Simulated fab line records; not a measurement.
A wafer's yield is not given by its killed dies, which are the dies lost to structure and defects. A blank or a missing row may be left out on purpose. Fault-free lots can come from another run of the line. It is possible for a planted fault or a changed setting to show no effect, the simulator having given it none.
Which tool is to blame? || flow gf180mcu || 21 wafers from 7 lots sampled at 3 of the route's 602 steps

== WHAT EACH GAUGE READ, for each wafer ==
GF_V1_THK_MEAS_01.
{"lot": "L495", "measured": "day 17 19:21", "on": "filmMetro-04", "V1_CVD_00_THK (nm)": "596 599 602"}
{"lot": "L497", "measured": "day 18 20:10", "on": "filmMetro-04", "V1_CVD_00_THK (nm)": "613 611 605"}
{"lot": "L499", "measured": "day 19 17:47", "on": "filmMetro-02", "V1_CVD_00_THK (nm)": "600 600 597"}
{"lot": "L501", "measured": "day 20 11:43", "on": "filmMetro-04", "V1_CVD_00_THK (nm)": "604 601 611"}
{"lot": "L514", "measured": "day 24 20:39", "on": "filmMetro-04", "V1_CVD_00_THK (nm)": "596 594 603"}

== TOOL THAT RAN EACH LOT (tool first, then ch and the chambers of the sampled wafers, then the start) ==
{"lot": "L495", "GF_SALICIDE_RTA_08": "rtpAnneal-01 ch 0, day 15 19:50", "GF_M1_SPUTTER_03": "pvdSputter-02, day 16 19:55"}
{"lot": "L497", "GF_SALICIDE_RTA_08": "rtpAnneal-02 ch 0, day 16 18:26", "GF_M1_SPUTTER_03": "pvdSputter-02, day 17 19:26"}
{"lot": "L499", "GF_SALICIDE_RTA_08": "rtpAnneal-01 ch 0, day 17 15:18", "GF_M1_SPUTTER_03": "pvdSputter-01, day 18 16:42"}
{"lot": "L501", "GF_SALICIDE_RTA_08": "rtpAnneal-01 ch 0, day 18 09:01", "GF_M1_SPUTTER_03": "pvdSputter-03, day 19 10:53"}
{"lot": "L509", "GF_SALICIDE_RTA_08": "rtpAnneal-02, day 21 07:49", "GF_M1_SPUTTER_03": "-"}
{"lot": "L511", "GF_SALICIDE_RTA_08": "rtpAnneal-01, day 21 21:32", "GF_M1_SPUTTER_03": "-"}
{"lot": "L514", "GF_SALICIDE_RTA_08": "rtpAnneal-02 ch 0, day 22 19:43", "GF_M1_SPUTTER_03": "pvdSputter-02, day 23 20:59"}
- GF_SALICIDE_RTA_08: time 30 s.
- GF_M1_SPUTTER_03: material Ti, target thk 10 nm, time 6.7 s.

== THE ANSWER, worked out from the rows above alone ==
Rule: what is usual is taken from the lots themselves. The widest of any qualifying gaps counts: lots, ordered by their means at a reading, are off when they make up no more than a third of the lots, leave a main group of 4 or more, and stand apart from it by 3 or more times the standard deviation of that group's means. If all means in a main group match to the digits the tables above print for the reading, that group is not used. Also off: a lot with no number at a reading for which 4 or more lots have one. All remaining lots with rows at the step are treated as sound.
None of the lots is off at any reading shown; this tells nothing.

== WHAT WAS PUT IN BY THE SIMULATOR ==
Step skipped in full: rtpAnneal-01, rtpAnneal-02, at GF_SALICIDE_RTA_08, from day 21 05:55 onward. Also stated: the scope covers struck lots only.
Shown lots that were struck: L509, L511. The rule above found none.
